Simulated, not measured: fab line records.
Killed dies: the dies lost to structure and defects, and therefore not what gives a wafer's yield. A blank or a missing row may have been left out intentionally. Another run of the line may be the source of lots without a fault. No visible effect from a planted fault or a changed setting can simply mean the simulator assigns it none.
fab line records	flow gf180mcu
record lots=14	wafers=42	lastDay=35
route steps=602 shown M4@459 V4@489
lots with no fault: from the same line, run without faults
startH: hours from the record's opening day to when the first of the lot's shown wafers began	waitH: hours elapsed since this lot's preceding step	" unchanged from the row above	L1.1+2: one row covering several wafers at once	- no value, or no start was given	* or withheld: withheld	< > ~ a bound
route shown NAME@n: NAME is a module with steps in the file, n the number in the route of the first one	usual: average and standard deviation across the fault-free wafers	same: alike in all rows	chamber/n: place in a boat	sites: the reading at each site	_std_site: standard deviation of those values	_edge_site: mean of outer sites minus mean of inner sites	radiusMm: for every site, how far away it sits from the centre of the wafer	mask NAME#n: copy n	behind: the tool/chamber that last shaped the wafer	hold: why the lot was held/for how many hours/how that ended	device: whichever transistor did not switch (one of n, p or np)	end of line: the route-end tests of the same wafers	a step without rows: its recipe alone	killed: dies lost to structure and defects at the first sort, not the wafer's yield	map: per-die view of a wafer (x killed, . not killed, _ where there is no die)
set.NAME: the run value of the setting; set.NAME@STEP: its run value at that earlier step	model.NAME: the simulator's own value behind a step, which no gauge read
one table for each step of the route and one row for each wafer, over a sample of lots
services: when a tool's chamber went out of use (startH, in hours from the record's first day, below 0 if earlier), for how many hours, and the reason
## steps
# step GF_M4_SPUTTER_03
# recipe material=Ti	targetThkNm=10	substrateTempC=300	chamberPressurePa=0.3	powerW=3000	timeS=6.7
# usual throttleValvePct=30.5/1.3
lot.wafer	tool	chamber	startH	waitH	throttleValvePct
L309.2	pvdSputter-03	-	522.54	0.0	31.3
L309.4	"	-	"	"	29.1
L309.6	"	-	"	"	28.9
L310.1	pvdSputter-03	-	544.93	0.0	33.5
L310.4	"	-	"	"	28.9
L310.6	"	-	"	"	29.7
L311.1	pvdSputter-04	-	563.83	0.0	29.3
L311.5	"	-	"	"	30.3
L311.6	"	-	"	"	30.8
L313.1	pvdSputter-02	-	569.18	0.0	29.9
L313.3	"	-	"	"	30.2
L313.6	"	-	"	"	31.7
L314.1	pvdSputter-03	-	573.61	0.0	33.6
L314.2	"	-	"	"	29.1
L314.4	"	-	"	"	31.3
L319.2	pvdSputter-03	-	611.97	0.0	30.1
L319.4	"	-	"	"	28.9
L319.6	"	-	"	"	29.0
L322.2	pvdSputter-03	-	636.02	0.0	33.7
L322.3	"	-	"	"	30.1
L322.6	"	-	"	"	28.8
L323.4	pvdSputter-02	-	641.64	0.0	31.4
L323.5	"	-	"	"	29.5
L323.6	"	-	"	"	29.9
L324.1	pvdSputter-02	-	650.18	0.0	29.9
L324.2	"	-	"	"	30.1
L324.3	"	-	"	"	31.4
L325.1	pvdSputter-02	-	660.47	0.0	29.7
L325.2	"	-	"	"	30.2
L325.3	"	-	"	"	30.3
L327.2	pvdSputter-03	-	678.28	0.0	33.4
L327.3	"	-	"	"	29.5
L327.4	"	-	"	"	31.2
L330.3	pvdSputter-03	-	692.98	0.0	31.2
L330.5	"	-	"	"	31.3
L330.6	"	-	"	"	33.5
L331.3	pvdSputter-04	-	699.07	0.0	28.9
L331.4	"	-	"	"	30.5
L331.6	"	-	"	"	30.1
L332.2	pvdSputter-04	-	703.67	0.0	29.0
L332.3	"	-	"	"	29.6
L332.6	"	-	"	"	28.9
# step GF_M4_OVL_MEAS_15
# usual M4_OVL=0/4.4
lot.wafer	tool	chamber	startH	waitH	M4_OVL[nm]
L309.2	overlay-02	-	545.48	0.1	-4
L309.4	"	-	"	"	5
L309.6	"	-	"	"	3
L310.1	overlay-02	-	567.45	0.1	-5
L310.4	"	-	"	"	3
L310.6	"	-	"	"	-1
L311.1	overlay-01	-	586.08	0.1	1
L311.5	"	-	"	"	3
L311.6	"	-	"	"	4
L313.1	overlay-01	-	590.82	0.1	2
L313.3	"	-	"	"	4
L313.6	"	-	"	"	-3
L314.1	overlay-02	-	596.12	0.1	11
L314.2	"	-	"	"	3
L314.4	"	-	"	"	-5
L319.2	overlay-01	-	633.43	0.1	-5
L319.4	"	-	"	"	-6
L319.6	"	-	"	"	-1
L322.2	overlay-01	-	656.78	0.1	5
L322.3	"	-	"	"	-2
L322.6	"	-	"	"	-4
L323.4	overlay-02	-	662.19	0.1	8
L323.5	"	-	"	"	2
L323.6	"	-	"	"	6
L324.1	overlay-01	-	670.32	0.1	1
L324.2	"	-	"	"	4
L324.3	"	-	"	"	3
L325.1	overlay-01	-	680.48	0.1	5
L325.2	"	-	"	"	2
L325.3	"	-	"	"	1
L327.2	overlay-02	-	697.18	0.1	-2
L327.3	"	-	"	"	0
L327.4	"	-	"	"	2
L330.3	overlay-01	-	711.48	0.1	4
L330.5	"	-	"	"	-1
L330.6	"	-	"	"	-2
L331.3	overlay-01	-	717.73	0.1	-6
L331.4	"	-	"	"	-5
L331.6	"	-	"	"	-6
L332.2	overlay-01	-	722.48	0.1	-1
L332.3	"	-	"	"	3
L332.6	"	-	"	"	3
# step GF_V4_DEVELOP_13
# recipe developTimeS=60	resist=KrF	devTempC=21
# usual chillPlateTempC=23.00/0.091	developTimeS=60/0
lot.wafer	tool	chamber	startH	waitH	chillPlateTempC	developTimeS
L309.2	lithoTrack-04	0	569.36	0.2	22.90	60
L309.4	"	0	"	"	22.97	60
L309.6	"	0	"	"	23.07	60
L310.1	lithoTrack-04	0	590.58	0.2	23.10	60
L310.4	"	0	"	"	23.08	60
L310.6	"	0	"	"	23.16	60
L311.1	lithoTrack-02	0	609.65	0.2	22.96	60
L311.5	"	0	"	"	22.96	60
L311.6	"	0	"	"	22.97	60
L313.1	lithoTrack-03	0	613.81	0.2	22.98	60
L313.3	"	0	"	"	23.09	60
L313.6	"	0	"	"	23.04	60
L314.1	lithoTrack-02	0	619.70	0.2	22.93	60
L314.2	"	0	"	"	22.74	60
L314.4	"	0	"	"	22.89	60
L319.2	lithoTrack-03	0	655.48	0.2	22.95	60
L319.4	"	0	"	"	22.98	60
L319.6	"	0	"	"	23.05	60
L322.2	lithoTrack-04	-	678.41	0.2	-	-
L322.3	"	-	"	"	-	-
L322.6	"	-	"	"	-	-
L323.4	lithoTrack-04	-	683.21	0.1	-	-
L323.5	"	-	"	"	-	-
L323.6	"	-	"	"	-	-
L324.1	lithoTrack-04	0	690.83	0.2	23.04	60
L324.2	"	0	"	"	23.01	60
L324.3	"	0	"	"	22.91	60
L325.1	lithoTrack-03	0	701.06	0.2	23.06	60
L325.2	"	0	"	"	22.95	60
L325.3	"	0	"	"	22.99	60
L327.2	lithoTrack-03	0	717.43	0.2	22.95	60
L327.3	"	0	"	"	22.89	60
L327.4	"	0	"	"	22.95	60
L330.3	lithoTrack-02	0	731.00	0.1	22.96	60
L330.5	"	0	"	"	22.94	60
L330.6	"	0	"	"	23.06	60
L331.3	lithoTrack-03	0	736.46	0.1	22.94	60
L331.4	"	0	"	"	23.17	60
L331.6	"	0	"	"	22.99	60
L332.2	lithoTrack-04	0	741.81	0.2	23.12	60
L332.3	"	0	"	"	23.19	60
L332.6	"	0	"	"	23.09	60
# step GF_V4_CMP_26
# recipe stopOn=SiO2	downForcePsi=3.5	platenRpm=60	tOverpolishS=15	targetThkNm=0	padVelocityMS=0.94248
# usual edgeZonePressureFrac=1.000/0.0054	motorCurrentA=10.9/0.95	retainingRingPressureFrac=1.000/0.005
lot.wafer	tool	chamber	startH	waitH	edgeZonePressureFrac	motorCurrentA	retainingRingPressureFrac
L309.4	cmp-01	3	570.86	0.1	0.999	12.4	0.995
L309.2	"	1	"	"	0.996	11.1	0.999
L309.6	"	3	"	"	0.993	12.2	0.994
L310.1	cmp-02	3	592.20	0.3	1.012	11.1	0.995
L310.4	"	1	"	"	1.000	11.7	1.005
L310.6	"	3	"	"	0.995	10.6	0.997
L311.1	cmp-02	2	611.01	0.1	1.001	8.8	1.002
L311.6	"	2	"	"	1.003	9.5	0.998
L311.5	"	3	"	"	1.013	10.5	0.998
L313.1	cmp-02	0	615.22	0.1	1.001	11.2	0.997
L313.3	"	2	"	"	1.002	9.1	0.999
L313.6	"	3	"	"	1.003	11.0	1.001
L314.2	cmp-02	2	621.06	0.0	1.006	9.4	1.002
L314.4	"	3	"	"	0.992	10.9	0.992
L314.1	"	1	"	"	1.000	11.6	1.002
L319.4	cmp-02	1	656.85	0.0	0.999	11.8	1.000
L319.2	"	0	"	"	1.004	11.6	1.000
L319.6	"	2	"	"	1.010	8.8	0.999
L322.2	cmp-02	0	679.74	0.0	0.997	11.5	0.998
L322.3	"	2	"	"	1.005	9.4	0.998
L322.6	"	0	"	"	0.992	11.4	1.003
L323.4	cmp-02	1	684.55	0.1	0.996	12.4	1.000
L323.6	"	0	"	"	0.997	10.8	1.004
L323.5	"	1	"	"	1.002	11.7	0.993
L324.1	cmp-02	3	692.23	0.1	1.006	11.2	0.996
L324.3	"	0	"	"	1.001	11.4	0.996
L324.2	"	1	"	"	0.998	12.3	0.999
L325.1	cmp-01	0	702.42	0.1	0.999	10.3	0.998
L325.2	"	2	"	"	0.996	9.9	0.995
L325.3	"	3	"	"	1.011	11.9	1.004
L327.3	cmp-01	2	718.77	0.0	0.994	10.0	0.999
L327.4	"	3	"	"	0.998	11.8	1.000
L327.2	"	0	"	"	0.999	10.5	0.997
L330.3	cmp-02	0	732.36	0.1	1.009	11.9	0.996
L330.6	"	3	"	"	1.009	10.4	1.000
L330.5	"	0	"	"	1.006	11.2	1.001
L331.3	cmp-01	2	737.83	0.1	1.002	10.1	0.995
L331.4	"	3	"	"	0.997	11.1	1.008
L331.6	"	1	"	"	1.003	11.4	1.001
L332.3	cmp-02	1	743.29	0.1	0.993	12.1	1.002
L332.2	"	0	"	"	1.004	11.6	0.997
L332.6	"	1	"	"	1.005	11.8	0.999
## services
tool	chamber	startH	hours	kind
pvdSputter-03	-	526.60	4.3	repair
pvdSputter-02	-	538.43	3.1	repair
pvdSputter-02	-	540.88	0.7	repair
pvdSputter-02	-	547.45	12.8	repair
cmp-02	-	548.17	0.2	repair
pvdSputter-03	-	556.24	15.3	repair
cmp-02	-	573.50	4.0	pm
cmp-02	-	577.50	-	consumableReplace:conditioner
cmp-02	-	593.57	1.4	repair
pvdSputter-04	-	604.02	46.8	repair
cmp-01	-	617.16	5.6	pm
cmp-01	-	624.26	1.0	repair
pvdSputter-02	-	628.19	1.6	repair
cmp-01	-	640.85	1.5	repair
pvdSputter-04	-	643.96	1.3	repair
pvdSputter-02	-	651.07	2.7	repair
pvdSputter-04	-	656.90	14.3	repair
cmp-01	-	658.71	1.3	repair
cmp-02	-	693.46	1.1	repair
pvdSputter-02	-	706.57	2.4	repair
pvdSputter-03	-	706.87	6.7	repair
pvdSputter-04	-	712.19	1.7	repair
cmp-02	-	728.98	3.3	repair
cmp-01	-	741.18	3.4	repair
## key
firstSign step=GF_V4_DEVELOP_13	reading=toolRecord	direction=missing
effect none on later readings
metAt GF_V4_DEVELOP_13
struckLots L322,L323
laterRowsLeftOut L322.2,L322.3,L322.6,L323.4,L323.5,L323.6
sortLeftOut L322.2,L322.3,L322.6,L323.4,L323.5,L323.6
notActingAt GF_M4_SPUTTER_03,GF_M4_OVL_MEAS_15,GF_V4_CMP_26
onsetBetween 590.58 678.41
fault kind=skippedStepWhole	tool=lithoTrack-04	chamber=-	onsetH=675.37	steps=GF_V4_DEVELOP_13	scope=struckLotsOnly
# sortLeftOut: the simulated sort isn't trusted on such a fault, so these wafers' sort isn't shown, and their yield isn't known
# laterRowsLeftOut: the simulator's readings of these wafers behind a module that went badly wrong aren't trusted and aren't shown, but for the sort
